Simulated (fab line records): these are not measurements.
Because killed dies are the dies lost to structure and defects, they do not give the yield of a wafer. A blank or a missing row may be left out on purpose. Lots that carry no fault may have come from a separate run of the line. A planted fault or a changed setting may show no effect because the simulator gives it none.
A lot that was struck, set against a sound lot    flow sfqLine    28 steps out of a route of 325
Sound: wafers L984.2, L984.3, L984.5. Struck: wafer L986.5. (L986.4, L986.6 of the same lot were not struck and are left out.) The cause comes at the end.
Each step with rows lists, per side, the tool, then ch with its chambers, then its first start. Under that, the readings that differ: sound wafers    struck wafers    difference of the means    sigmas: that difference in standard deviations of wafers without a fault.
alike: same words and numbers on both sides, and readings whose means sit less than 2 such deviations apart. not compared: any withheld reading, any reading some wafer has no value for, any bound like >300 that may hide the same value, and any number with overlapping values for which the record gives no deviation.
The two part at a step that has a row with sigmas, a row that says differs or no value, or rows on one side only. When numbers do not overlap yet have no deviation, they are printed without sigmas and do not part them. A reading missing from all wafers of one side parts the sides only when that side holds two or more wafers.

first, 6 steps without rows for these wafers: SFQ_TRILAYER_M0_LITHO_COAT_026 (resist thk 62 nm); SFQ_TRILAYER_M0_LITHO_COAT_021 (resist thk 600 nm); SFQ_TRILAYER_M0_LITHO_SOFTBAKE_025; SFQ_TRILAYER_M0_LITHO_EXPOSE_022 (exposes mask M0, target cd 500 nm); SFQ_TRILAYER_M0_LITHO_PEB_024 (peb time 60 s); SFQ_TRILAYER_M0_LITHO_DEVELOP_023 (time 60 s).
SFQ_M0_OVL_MEAS_906:
  sound: overlay-02 at day 13 19:00; struck: overlay-01 at day 14 10:20
  alike: M0_OVL
SFQ_TRILAYER_M0_BARC_OPEN_METAL_ETCH_031: etches BARC in O2, target depth 125 nm, time 41.7 s.
  sound on rieMetal-01 ch 0,1, day 13 19:02; struck on rieMetal-02 ch 0, day 14 10:22
  alike: drypumpMotorCurrentA, oesProductAu
  not compared: rfHoursCounterH
SFQ_TRILAYER_M0_ETCH_METAL_ETCH_024: etches Nb in Cl2/Ar, stops on SiO2, target depth 240 nm, time 120 s.
  sound on rieMetal-01 ch 0,1, day 13 19:05; struck on rieMetal-02 ch 0, day 14 10:27
  alike: drypumpMotorCurrentA, oesProductAu
  not compared: rfHoursCounterH
SFQ_TRILAYER_M0_STRIP_STRIP_025: strips in O2.
  sound on rieMetal-01 ch 0,1, day 13 19:13; struck on rieMetal-02 ch 0, day 14 10:44
  alike: drypumpMotorCurrentA, oesProductAu
  not compared: rfHoursCounterH
then, 2 steps without rows for these wafers: SFQ_TRILAYER_M0_STRIP_SOLV_CLEAN_026 (cleans in NMP, time 600 s); SFQ_TRILAYER_I0_DEP_PECVD_027 (deposits SiO2 from SiH4/N2O, time 111.11 s, target thk 500 nm).
SFQ_TRILAYER_I0_CMP_CMP_028: polishes SiO2.
  sound on cmp-01 ch 1,2, day 13 20:04; struck on cmp-02 ch 1, day 14 12:53
reading                                             sound              struck  difference  sigmas
model.SiO2_of_TRILAYER_I0_DEP_PECVD_027.thkNm (nm)  202.2 202.1 200.6  214.7   +13.1       
  alike: motorCurrentA, timeToEndpointS
SFQ_I0_BOW_MEAS_907:
  sound: filmMetro-04 at day 13 23:05; struck: filmMetro-02 at day 14 14:27
  alike: I0_BOW
SFQ_TRILAYER_I0_METRO_MEASURE_029:
  sound: filmMetro-04 at day 13 23:23; struck: filmMetro-02 at day 14 15:07
reading     sound              struck  difference  sigmas
thkNm (nm)  202.3 201.9 200.6  214.8   +13.2       +11
then, 6 steps without rows for these wafers: SFQ_TRILAYER_I0_VIA_LITHO_COAT_036 (resist thk 62 nm); SFQ_TRILAYER_I0_VIA_LITHO_COAT_031 (resist thk 650 nm); SFQ_TRILAYER_I0_VIA_LITHO_SOFTBAKE_035; SFQ_TRILAYER_I0_VIA_LITHO_EXPOSE_032 (exposes mask I0, target cd 500 nm); SFQ_TRILAYER_I0_VIA_LITHO_PEB_034 (peb time 60 s); SFQ_TRILAYER_I0_VIA_LITHO_DEVELOP_033 (time 60 s).
-- the record jumps here: 6 days lie between the struck wafers' starts before and after --
SFQ_I0_OVL_MEAS_908:
  sound: overlay-01 at day 19 20:28; struck: overlay-02 at day 20 14:37
  alike: I0_OVL
SFQ_TRILAYER_I0_VIA_BARC_OPEN_VIA_ETCH_046: etches BARC in O2, target depth 125 nm, time 41.7 s.
  sound on rieDiel-04 ch 0,2, day 19 20:30; struck on rieDiel-02 ch 0, day 20 14:37
  alike: drypumpMotorCurrentA, oesProductAu
  not compared: rfHoursCounterH
SFQ_TRILAYER_I0_VIA_ETCH_VIA_ETCH_034: etches SiO2 in CHF3, stops on Nb, target depth 260 nm.
  sound on rieDiel-04 ch 0,2, day 19 20:32; struck on rieDiel-02 ch 0, day 20 14:40
reading                       sound              struck  difference  sigmas
oesProductAu (a.u.)           0.864 0.856 0.860  0.885   +0.025      +4
model.I0.featureDepthNm (nm)  202.2 202.1 200.6  214.7   +13.1       
model.etch.depthNm (nm)       202.2 202.1 200.6  214.7   +13.1       
  alike: drypumpMotorCurrentA
then, 2 steps without rows for these wafers: SFQ_TRILAYER_I0_VIA_STRIP_STRIP_035 (strips in O2); SFQ_TRILAYER_I0_VIA_STRIP_SOLV_CLEAN_036 (cleans in NMP, time 600 s).
SFQ_TRILAYER_M1_DEP_PRE_CLEAN_038: time 22.5 s.
  sound: pvdSputter-04 at day 19 21:38; struck: pvdSputter-04 at day 20 15:33
reading                                             sound              struck  difference  sigmas
model.SiO2_of_TRILAYER_I0_DEP_PECVD_027.thkNm (nm)  194.7 194.6 193.1  207.2   +13.1       
SFQ_TRILAYER_M1_DEP_SPUTTER_037: material Nb, target thk 200 nm, time 133.3 s.
  sound: pvdSputter-04 at day 19 21:40; struck: pvdSputter-04 at day 20 15:35
  alike: throttleValvePct

## WHERE THEY PART
Earliest at SFQ_TRILAYER_I0_METRO_MEASURE_029; latest, in this record, at SFQ_TRILAYER_I0_VIA_ETCH_VIA_ETCH_034. Later steps at which nothing parts them and some readings are alike: SFQ_TRILAYER_M1_DEP_SPUTTER_037.

WHY: what had been put in by the simulator
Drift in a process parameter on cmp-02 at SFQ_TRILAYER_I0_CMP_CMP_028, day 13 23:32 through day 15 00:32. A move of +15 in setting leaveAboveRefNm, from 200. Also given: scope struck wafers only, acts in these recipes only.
